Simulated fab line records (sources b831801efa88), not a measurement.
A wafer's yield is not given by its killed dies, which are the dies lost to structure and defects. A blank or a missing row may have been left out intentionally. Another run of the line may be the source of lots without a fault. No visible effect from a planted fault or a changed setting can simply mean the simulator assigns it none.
Which of the tools did it? | flow gf180mcu | Sampling: 7 lots, 21 wafers, 2 of 602 route steps

WHAT THE GAUGES SHOWED, per wafer
GF_VT_IMPLANT_TW_MEAS_10.
lot  | measured     | on            | VT_IMPLANT_TW
L825 | day 5 20:58  | film metro-04 | 563 565 566
L829 | day 6 22:20  | film metro-02 | 561 564 565
L833 | day 7 23:25  | film metro-04 | 573 571 573
L836 | day 8 17:58  | film metro-02 | 564 563 564
L839 | day 9 15:04  | film metro-03 | 557 561 556
L841 | day 10 01:13 | film metro-03 | 553 554 558
L843 | day 10 13:25 | film metro-03 | 30 30 30 30 30 30

WHAT TOOL EACH LOT RAN ON (gives the tool, then ch and the chambers of the sampled wafers, and finally the start)
lot  | GF_VT_IMPLANT_DEVELOP_06
L825 | litho track-01 ch 0, day 5 20:33
L829 | litho track-04 ch 0, day 6 21:55
L833 | litho track-02 ch 0, day 7 23:00
L836 | litho track-01 ch 0, day 8 17:31
L839 | litho track-01 ch 0, day 9 14:39
L841 | litho track-01 ch 0, day 10 00:48
L843 | litho track-01 ch 0, day 10 12:58
- GF_VT_IMPLANT_DEVELOP_06: develop time 60 s.

THE ANSWER, worked out from the rows above alone
Rule: the usual values come from the lots themselves. The widest of any qualifying gaps counts: lots, ordered by their means at a reading, are off when they make up no more than a third of the lots, leave a main group of 4 or more, and stand apart from it by 3 or more times the standard deviation of that group's means. A main group whose means are all the same, to the digits that the tables above print for the reading, isn't used. A lot without any number at a reading at which 4 lots or more have one is off too. Where the step has rows for the other lots, those lots are counted as sound.
Off: L843, seen at GF_VT_IMPLANT_TW_MEAS_10 (VT_IMPLANT_TW). Mean 563 and standard deviation 5.5 in the main group.
If a tool, at a process step before that reading, ran all the lots that are off and no sound lot after the first of them, it fits. Those tools and the gauges at GF_VT_IMPLANT_TW_MEAS_10 are tried in the same way. 2 tools fit, litho track-01 at GF_VT_IMPLANT_DEVELOP_06 and film metro-03 at GF_VT_IMPLANT_TW_MEAS_10, so this cannot tell which one it is.

WHAT THE SIMULATOR HAD PUT IN
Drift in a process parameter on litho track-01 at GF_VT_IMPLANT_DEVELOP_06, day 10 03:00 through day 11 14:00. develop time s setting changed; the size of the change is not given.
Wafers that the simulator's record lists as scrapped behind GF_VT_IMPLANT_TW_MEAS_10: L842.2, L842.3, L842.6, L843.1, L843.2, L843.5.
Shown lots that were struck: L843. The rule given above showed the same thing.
